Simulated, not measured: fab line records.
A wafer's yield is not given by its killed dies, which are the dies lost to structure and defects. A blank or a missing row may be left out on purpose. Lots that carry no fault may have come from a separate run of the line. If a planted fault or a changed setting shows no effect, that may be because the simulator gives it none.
8D (eight disciplines) problem report, filled in by code / flow sky130 / the parts of the form that need people (team, actions taken, sign-off) are left out

## 1. PROBLEM STATEMENT
beam-energy-keV at SKY_LDD_N_IMPLANT_09 reads a mean of 17.893 on 9 wafers of 3 lots; wafers without a fault read 20.000 with a standard deviation of 0.0056. That is -99 or more standard deviations from the usual mean.
The first sign was on wafer L473.1 at day 22 03:57, on implanter-03. Wafers with a number at this step in the record: 39, from 13 lots. Rule for "out" (also "out of limits"): further than 4 standard deviations from the usual mean. All remaining wafers that have a number are taken as sound.

## 2. WHAT IT IS AND WHAT IT IS NOT
question=which readings at this step | is=beam-energy-keV, faraday-current-uA | is not=rotation-deg
question=which lots | is=L473, L475, L477 | is not=L464, L466, L467, L469, L470, L472, L482, L483, L484, L485
question=which wafers of those lots | is=all that have a number | is not=-
question=read on which tools | is=implanter-03 | is not=implanter-01, implanter-04
question=when | is=from day 22 03:57 | is not=up to then (18 sound wafers); but 12 sound wafers of L482, L483, L484, L485 came after

## 3. SUSPECTS, AND WHAT RULES EACH OUT
Counting: a tool stays on the suspect list if, at a process step up to the reading, it processed all lots that are out and no sound lot following the first of them.
- implanter-03 at SKY_LDD_N_IMPLANT_09: ruled out as a lasting fault. The sound lots L484, L485 went through it after L473, its earliest lot that is out (day 22 03:57).
Left after counting: nothing in the record.

## 4. THE CAUSE (what the simulator had put in)
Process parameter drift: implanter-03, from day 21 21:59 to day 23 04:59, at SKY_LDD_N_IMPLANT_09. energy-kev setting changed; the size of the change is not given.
Counting ruled it out, wrongly.

## 5. THE EFFECT CHAIN, in route order
One row per reading whose mean, taken over the struck wafers that have a number, lies over 3 standard deviations from the usual. Scope: only readings with a usual standard deviation given in the record; hours: median across lots of the time from each lot's start at the first step in this table that gives one to its start at this step; sigmas: change in usual standard deviations.
hours=0; step=SKY_LDD_N_IMPLANT_09; reading=beam-energy-keV; usual=20.000; on struck wafers=17.893; change=-2.107; sigmas=-99 or more
hours=0; step=SKY_LDD_N_IMPLANT_09; reading=beam-on-s; usual=9.98 s; on struck wafers=11.26; change=+1.28; sigmas=+5.8
hours=0; step=SKY_LDD_N_IMPLANT_09; reading=faraday-current-uA; usual=424; on struck wafers=375; change=-49; sigmas=-5.4
Its process steps:
- SKY_LDD_N_IMPLANT_09
Later measuring or inspecting steps at which every struck wafer that the step has a row for has a number for every such reading, and none has moved that far: SKY_LDD_HVN_TW_MEAS_10.

## 6. HOW IT WOULD HAVE BEEN CAUGHT EARLIER
In this record the first reading out of limits was taken at day 22 03:57, 6 hours after the fault began at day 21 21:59.
